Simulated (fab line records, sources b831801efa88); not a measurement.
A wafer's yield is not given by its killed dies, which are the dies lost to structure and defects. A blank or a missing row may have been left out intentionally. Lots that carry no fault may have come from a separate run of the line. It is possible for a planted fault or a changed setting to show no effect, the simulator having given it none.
A lot that was struck, set against a sound lot ; flow sky130 ; 43 out of 708 route steps
Sound: the wafers L269.2, L269.3, L269.6. Struck: wafer L289.6 (L289.4, L289.5, from the same lot, were not struck and are left out); the cause is given at the end.
Per side, at each step with rows, come the tool, then ch with its chambers, and then its first start. Under that, the readings that differ: sound wafers ; struck wafers ; difference of the means ; sigmas: that difference in standard deviations of wafers without a fault.
alike: a reading whose means differ by less than 2 such deviations, as well as words and numbers matching on both sides. not compared: withheld readings; readings where some wafer has no value; bounds like >300 that might hide an equal value; numbers whose values overlap and for which the record gives no deviation.
A row with sigmas, a row that says differs or no value, or rows on one side alone: a step with any of these is where the two part. Numbers that don't overlap but have no deviation are shown without sigmas and don't part them. A reading that every wafer of one side lacks parts them only if that side has two wafers or more.

SKY_CONTACT_OVL_MEAS_15:
  struck on overlay-02, day 38 09:48; sound on overlay-02, day 31 13:01
  alike: CONTACT_OVL
SKY_CONTACT_ETCH_16: etches BARC in N2/H2, stops on SiO2, time 45.9 s, target depth 60 nm.
  sound on rie_diel-02 ch 0,1,3, day 31 13:02; struck on rie_diel-03 ch 0, day 38 09:49
  alike: drypump_motor_current_A, h2_flow_sccm, oes_product_au, throttle_valve_pct
  not compared: rf_hours_counter_h
then, 8 steps without rows for these wafers: SKY_CONTACT_ETCH_17 (etches SiO2 in C4F8/O2/Ar, stops on Si3N4, target depth 340 nm); SKY_CONTACT_ETCH_18 (etches Si3N4 in CHF3/O2, stops on TiN, time 39 s, target depth 75 nm); SKY_CONTACT_STRIP_19 (strips in O2/N2); SKY_CONTACT_STRIP_20 (strips in post etch residue remover, time 1200 s); SKY_CONTACT_CLEAN_21 (cleans in IPA, time 180 s); SKY_CONTACT_CLEAN_22 (cleans in O3/DIW); SKY_CONTACT_SPUTTER_23 (material TiN, target thk 20 nm, time 80 s); SKY_CONTACT_CVD_24 (deposits W, target thk 340 nm, time 102.12 s).
SKY_CONTACT_RS_MEAS_25: a four-point-probe measurement.
  struck on film_metro-03, day 38 11:08; sound on film_metro-01, day 31 14:00
  alike: CONTACT_W_RS
SKY_CONTACT_THK_MEAS_26: measures by xrf.
  struck on film_metro-03, day 38 11:13; sound on film_metro-01, day 31 14:07
  alike: CONTACT_W_THK
SKY_CONTACT_CMP_27: polishes, stops on SiO2, t overpolish 15 s, target thk 0 nm.
  sound on cmp-02 ch 0,2, day 31 14:10; struck on cmp-01 ch 0, day 38 11:21
  alike: motor_current_A, overpolish_run_s, platen_rpm, time_to_endpoint_s
then, 3 steps without rows for these wafers: SKY_METAL1_SPUTTER_00 (material Ti, target thk 15 nm, time 10 s); SKY_METAL1_SPUTTER_01 (material TiN, target thk 20 nm, time 16.7 s); SKY_METAL1_SPUTTER_02 (material AlCu, target thk 250 nm, time 13.3 s).
SKY_METAL1_SPUTTER_03: material Ti, target thk 5 nm, time 3.3 s.
  struck on pvd_sputter-01, day 38 11:37; sound on pvd_sputter-02, day 31 14:32
reading;sound;struck;difference;sigmas
throttle_valve_pct (%);29.4 28.8 28.8;31.2;+2.2;+2
SKY_METAL1_SPUTTER_04: material TiN, target thk 70 nm, time 58.3 s.
  struck on pvd_sputter-01, day 38 11:38; sound on pvd_sputter-02, day 31 14:33
reading;sound;struck;difference;sigmas
throttle_valve_pct (%);29.1 28.6 28.9;31.0;+2.1;+2
SKY_METAL1_RS_MEAS_05: a four-point-probe measurement.
  struck on film_metro-04, day 38 11:45; sound on film_metro-03, day 31 14:37
  alike: METAL1_ALCU_RS
SKY_METAL1_THK_MEAS_06: measures by xrf.
  struck on film_metro-04, day 38 11:50; sound on film_metro-03, day 31 14:44
  alike: METAL1_ALCU_THK
then, 8 steps without rows for these wafers: SKY_METAL1_DEHYDRATE_07 (time 60 s); SKY_METAL1_HMDS_08 (prime time 60 s); SKY_METAL1_COAT_09 (resist thk 60 nm); SKY_METAL1_COAT_10 (resist thk 450 nm); SKY_METAL1_SOFTBAKE_11 (time 90 s); SKY_METAL1_EXPOSE_12 (exposes mask MM1, target cd 140 nm); SKY_METAL1_PEB_13; SKY_METAL1_DEVELOP_14 (develop time 60 s).
SKY_METAL1_CD_MEAS_15 targets a cd of 140 nm.
  struck on cd_sem-01, day 39 13:25; sound on cd_sem-01, day 32 18:17
  alike: cd_nm
SKY_METAL1_OVL_MEAS_16:
  struck on overlay-01, day 39 13:30; sound on overlay-01, day 32 18:23
  alike: METAL1_OVL
then, 1 step without rows for these wafers: SKY_METAL1_DESCUM_17 (chemistry O2, time 8 s).
SKY_METAL1_ETCH_18: etches BARC in N2/H2, stops on SiO2, time 45.9 s, target depth 60 nm.
  sound on rie_metal-02 ch 0,1, day 32 18:27; struck on rie_metal-01 ch 0, day 39 13:38
  alike: drypump_motor_current_A, h2_flow_sccm, oes_product_au, throttle_valve_pct
  not compared: rf_hours_counter_h
SKY_METAL1_METAL_ETCH_19: etches the open film in Cl2/BCl3, stops on SiO2, target depth 360 nm, time 78 s.
  sound on rie_metal-02 ch 0,1, day 32 18:31; struck on rie_metal-01 ch 0, day 39 13:48
  alike: drypump_motor_current_A, oes_product_au, throttle_valve_pct
  not compared: rf_hours_counter_h
then, 5 steps without rows for these wafers: SKY_METAL1_STRIP_20 (strips in O2/N2); SKY_METAL1_STRIP_21 (strips in post etch residue remover, time 1200 s); SKY_METAL1_CLEAN_22 (cleans in IPA, time 180 s); SKY_METAL1_CLEAN_23 (cleans in O3/DIW); SKY_VIA1_HDPCVD_00 (deposits SiO2, target thk 1030 nm, time 171.7 s).
SKY_VIA1_THK_MEAS_01:
  struck on film_metro-02, day 39 14:47; sound on film_metro-02, day 32 19:23
  alike: VIA1_HDPCVD_THK
then, 1 step without rows for these wafers: SKY_VIA1_CMP_02 (polishes SiO2).
SKY_VIA1_BOW_MEAS_03:
  struck on film_metro-01, day 39 15:11; sound on film_metro-04, day 32 19:46
  alike: VIA1_BOW
then, 1 step without rows for these wafers: SKY_VIA1_DEHYDRATE_04 (time 60 s).
-- the record jumps here: 11 days lie between the struck wafers' starts before and after (it left off in module VIA1 and takes up again in module PAD_OPEN, whose first step shown is number 708 of the route) --
SKY_PAD_OPEN_PROBE_99:
  struck on prober-02, day 50 16:49; sound on prober-02, day 45 18:55
reading;sound;struck;difference;sigmas
hold;- - -;await_dispo/4.2h/release;no value on the sound wafers;
killed_at_contacts;20 21 14;311;+293;+59
killed_at_front_end;25 23 16;8;-13;-3
killed_dies;85 82 72;348;+268;+29
killed_on_rim;16 16 8;64;+51;+14
killed_short;45 38 34;23;-16;-2
  alike: killed_at_M0_to_M3, killed_at_M4_up, killed_at_other, killed_open

== WHERE THEY PART ==
First at SKY_METAL1_SPUTTER_03; last, within this record, at SKY_PAD_OPEN_PROBE_99.

WHY: what had been put in by the simulator
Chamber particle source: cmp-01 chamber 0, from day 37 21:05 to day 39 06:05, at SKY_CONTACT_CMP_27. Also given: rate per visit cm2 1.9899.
